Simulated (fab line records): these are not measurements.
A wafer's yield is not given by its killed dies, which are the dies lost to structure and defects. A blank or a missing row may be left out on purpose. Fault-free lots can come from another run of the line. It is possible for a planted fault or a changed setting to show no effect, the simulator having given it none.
2 desks, one fault	flow gf180mcu	each desk holds nothing but its own numbers, with what lay behind them at the end

== THE TOOL OWNER'S DESK: iline stepper-01 ==
The tool's own readings at GF_TOP_METAL_EXPOSE_11 (exposes mask MetalTop, target cd 440 nm): means of the sampled wafers that have a number, for each lot that ran on this tool. Any lot whose mean is over 4 standard deviations away from the usual mean is out of limits and marked OUT; that distance is given in the brackets.
Columns: A = exposure dose mJ cm2 at GF_TOP_METAL_EXPOSE_11, usual 169.98
lot	first seen here	A
L320	day 29 06:49	170.00
L319	day 29 08:09	169.86
L323	day 30 12:32	169.94
L326	day 31 06:43	169.99
L327	day 31 15:00	161.26 (-54) OUT
L331	day 32 10:43	163.11 (-43) OUT
This desk's verdict: out of limits on L327, L331, starting with L327 at day 31 15:00 (exposure dose mJ cm2 at GF_TOP_METAL_EXPOSE_11). In limits: L320, L319, L323, L326.

== FROM THE METROLOGY DESK ==
What the gauges read, lot by lot, whatever tool the lot ran on: means of the sampled wafers that have a number. Any lot whose mean is over 4 standard deviations away from the usual mean is out of limits and marked OUT; that distance is given in the brackets.
Columns: A = V5_CVD_02_THK at GF_V5_THK_MEAS_03, usual 1458 nm; B = V5_BOW at GF_V5_BOW_MEAS_05, usual 133 um; C = cd nm at GF_TOP_METAL_CD_MEAS_14, usual 439.8 nm
lot	first seen here	A	B	C
L316	day 26 10:58	1457	127	438.3
L317	day 26 14:13	1466	136	442.1
L318	day 27 04:47	1451	125	441.0
L320	day 27 23:14	1457	130	436.7
L319	day 28 00:18	1425	126	440.1
L323	day 29 07:42	1458	147	442.9
L325	day 29 23:05	1476	137	442.1
L326	day 30 01:06	1464	127	434.8
L327	day 30 09:26	1447	120	455.5 (+7.1) OUT
L331	day 31 06:22	1452	138	454.5 (+6.7) OUT
L335	day 32 01:07	1473	132	440.7
L338	day 32 17:23	1460	135	438.2
This desk's verdict: out of limits on L327, L331, starting with L327 at day 31 23:21 (cd nm at GF_TOP_METAL_CD_MEAS_14). In limits: L316, L317, L318, L320, L319, L323, L325, L326, L335, L338.

== ALL TOGETHER ==
The tool owner's desk could have raised an alarm at day 31 15:00, on L327, L331.
An alarm was possible from the metrology desk at day 31 23:21, on L327, L331.
GF_TOP_METAL_EXPOSE_11 was run on iline stepper-01 by each of the lots named.

== WHAT HAD BEEN PUT IN BY THE SIMULATOR ==
Process parameter drift: iline stepper-01, from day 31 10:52 on, at GF_TOP_METAL_EXPOSE_11. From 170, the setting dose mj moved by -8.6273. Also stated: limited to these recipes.
Shown lots that were struck: L327, L331.
Fault start to first reading out of limits, in hours, per desk: tool owner, 4; metrology, 12.
